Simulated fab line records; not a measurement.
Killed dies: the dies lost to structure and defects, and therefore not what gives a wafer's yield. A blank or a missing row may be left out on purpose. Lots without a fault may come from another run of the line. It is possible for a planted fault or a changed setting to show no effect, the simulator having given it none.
Struck lot and sound lot, side by side -- flow gf180mcu -- 30 out of 602 route steps
Sound: wafers L323.1, L323.5, L323.6. Struck: wafer L326.3 (left out: L326.1, L326.2 of the same lot, which were not struck); the cause appears at the end.
At each step with rows: each side's tool, then ch and its chambers, then its first start. Under that, the readings that differ: sound wafers -- struck wafers -- difference of the means -- sigmas: that difference in standard deviations of wafers without a fault.
alike: a reading whose means differ by less than 2 such deviations, as well as words and numbers matching on both sides. not compared: withheld readings; readings where some wafer has no value; bounds like >300 that might hide an equal value; numbers whose values overlap and for which the record gives no deviation.
A row with sigmas, a row that says differs or no value, or rows on one side alone: a step with any of these is where the two part. Numbers that have no deviation but don't overlap get no sigmas and don't part them. A reading that every wafer of one side lacks parts them only if that side has two wafers or more.

first, 3 steps without rows for these wafers: GF_PSD_EXPOSE_04 (exposes mask Pplus, target cd 400 nm); GF_PSD_PEB_05; GF_PSD_DEVELOP_06 (develop time 60 s).
GF_PSD_CD_MEAS_07: the cd target is 400 nm.
  sound on cdSem-01 at day 16 22:28; struck on cdSem-01 at day 17 18:43
  alike: cdNm
GF_PSD_OVL_MEAS_08:
  sound on overlay-02 at day 16 22:35; struck on overlay-02 at day 17 18:50
  alike: PSD_OVL
then, 1 step without rows for these wafers: GF_PSD_IMPLANT_09.
GF_PSD_STRIP_10: strips in O2/N2.
  sound on plasmaAsher-04 ch 0,1, day 16 22:46; struck on plasmaAsher-02 ch 1, day 17 19:01
reading,sound,struck,difference,sigmas
heaterPowerW (W),349 350 321,405,+65,+3
  alike: drypumpMotorCurrentA, o2FlowSccm, oesProductAu, stripTimeToEndpointS
  not compared: rfHoursCounterH
GF_PSD_TW_MEAS_11:
  sound on filmMetro-01 at day 16 22:52; struck on filmMetro-03 at day 17 19:07
  alike: PSD_TW
then, 1 step without rows for these wafers: GF_PSD_CLEAN_12 (cleans in SC1/SC2, time 150 s).
GF_PSD_RTA_13: time 20 s.
  sound on rtpAnneal-02 ch 0, day 16 22:59; struck on rtpAnneal-02 ch 0, day 17 19:14
  alike: lampPowerPct, wafer_temp_C_max
GF_PSD_RS_MEAS_14: measures by four-point-probe.
  sound on filmMetro-03 at day 16 23:04; struck on filmMetro-01 at day 17 19:19
  alike: NSD_RS
GF_PSD_RS_MEAS_15: measures by four-point-probe.
  sound on filmMetro-03 at day 16 23:11; struck on filmMetro-01 at day 17 19:26
  alike: PSD_RS
GF_SAB_CVD_00: deposits SiO2 from TEOS, target thk 50 nm, time 4.9302 s.
  sound on pecvd-03 ch 0,1, day 16 23:19; struck on pecvd-01 ch 1, day 17 19:34
reading,sound,struck,difference,sigmas
model.SiO2_of_SAB_CVD_00.thkNm (nm),49.1 49.23 50.34,62.2,+12.6,
  alike: heaterPowerW
GF_SAB_THK_MEAS_01:
  sound on filmMetro-04 at day 16 23:20; struck on filmMetro-02 at day 17 19:34
reading,sound,struck,difference,sigmas
SAB_CVD_00_THK (nm),49.2 49.2 50.4,62.2,+12.6,+18
then, 7 steps without rows for these wafers: GF_SAB_DEHYDRATE_02 (time 60 s); GF_SAB_HMDS_03 (prime time 60 s); GF_SAB_COAT_04 (resist thk 1000 nm); GF_SAB_SOFTBAKE_05 (time 60 s); GF_SAB_EXPOSE_06 (exposes mask SAB, target cd 420 nm); GF_SAB_PEB_07; GF_SAB_DEVELOP_08 (develop time 60 s).
GF_SAB_CD_MEAS_09: the cd target is 420 nm.
  sound on cdSem-01 at day 17 21:34; struck on cdSem-01 at day 18 18:58
  alike: cdNm
GF_SAB_OVL_MEAS_10:
  sound on overlay-01 at day 17 21:41; struck on overlay-01 at day 18 19:05
  alike: SAB_OVL
GF_SAB_ETCH_11: etches SiO2 in C4F8/O2/Ar, target depth 55 nm, time 8.5 s.
  sound on rieDiel-01 ch 0,3, day 17 21:43; struck on rieDiel-04 ch 2, day 18 19:08
  alike: oesProductAu
  not compared: rfHoursCounterH
then, 1 step without rows for these wafers: GF_SAB_WET_ETCH_12 (etches SiO2 in dHF, target depth 22 nm, time 440 s).
GF_SAB_STRIP_13: strips in O2/N2.
  sound on plasmaAsher-02 ch 0,1, day 17 21:52; struck on plasmaAsher-03 ch 1, day 18 19:17
reading,sound,struck,difference,sigmas
heaterPowerW (W),400 342 395,313,-66,-3
stripTimeToEndpointS (s),12.70 12.66 12.67,12.60,-0.08,-2
  alike: drypumpMotorCurrentA, o2FlowSccm, oesProductAu
  not compared: rfHoursCounterH
then, 1 step without rows for these wafers: GF_SALICIDE_CLEAN_00 (cleans in SC1/SC2, time 150 s).
GF_SALICIDE_WET_ETCH_01: etches SiO2 in dHF, target depth 5 nm, time 100 s.
  sound on wetBench-01 ch 2, day 17 22:02; struck on wetBench-01 ch 1, day 18 19:26
reading,sound,struck,difference,sigmas
model.SiO2_of_SAB_CVD_00.thkNm (nm),38.35 38.53 39.59,51.4,+12.6,
GF_SALICIDE_SPUTTER_02: material Co, target thk 10 nm, time 20 s.
  sound on pvdSputter-02 at day 17 22:04; struck on pvdSputter-03 at day 18 19:29
  alike: throttleValvePct
then, 1 step without rows for these wafers: GF_PASSIVATION_PROBE_99.

## WHERE THEY PART
Earliest at GF_PSD_STRIP_10; latest, in this record, at GF_SAB_STRIP_13. Later steps at which nothing parts them and some readings are alike: GF_SALICIDE_SPUTTER_02.

WHY: the cause the simulator had injected
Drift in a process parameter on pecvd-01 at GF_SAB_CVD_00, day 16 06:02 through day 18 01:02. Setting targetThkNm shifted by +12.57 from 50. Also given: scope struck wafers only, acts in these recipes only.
